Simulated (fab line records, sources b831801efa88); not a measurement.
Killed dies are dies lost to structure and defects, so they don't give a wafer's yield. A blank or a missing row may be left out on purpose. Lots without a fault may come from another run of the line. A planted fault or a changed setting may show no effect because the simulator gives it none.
One fault seen from 2 desks | flow gf180mcu | each desk has only its own numbers; what lay behind them comes last

THE METROLOGY DESK
What the gauges read, lot by lot, whatever tool the lot ran on: means of the sampled wafers that have a number. A lot is out of limits, marked OUT, if its mean lies more than 4 standard deviations from the usual mean; the brackets give that distance.
Columns: A = V4_W_RS at GF_V4_RS_MEAS_24, usual 0.329 ohm/sq; B = V4_W_THK at GF_V4_THK_MEAS_25, usual 349 nm
lot  | first seen here | A     | B
L840 | day 25 01:11    | 0.330 | 348
L844 | day 27 17:34    | 0.328 | 350
L853 | day 29 12:57    | 0.325 | 356
L860 | day 31 04:41    | 0.336 | 340
L861 | day 31 18:00    | 0.331 | 345
This desk's finding: nothing out of limits on any of the 5 lots.

THE TOOL OWNER'S DESK: pvd_sputter-02
The tool's own readings at GF_MIM_SPUTTER_01 (material TiN, target thk 30 nm, time 25 s): means of the sampled wafers that have a number, for each lot that ran on this tool. A lot is out of limits, marked OUT, if its mean lies more than 4 standard deviations from the usual mean; the brackets give that distance.
Columns: A = throttle_valve_pct at GF_MIM_SPUTTER_01, usual 29.9 %
lot  | first seen here | A
L840 | day 25 01:44    | 30.3
L853 | day 29 13:31    | 31.3
This desk's finding: nothing out of limits on any of the 2 lots.

PUT TOGETHER
The metrology desk saw nothing out of limits.
The tool owner's desk saw nothing out of limits.

WHAT THE SIMULATOR HAD PUT IN
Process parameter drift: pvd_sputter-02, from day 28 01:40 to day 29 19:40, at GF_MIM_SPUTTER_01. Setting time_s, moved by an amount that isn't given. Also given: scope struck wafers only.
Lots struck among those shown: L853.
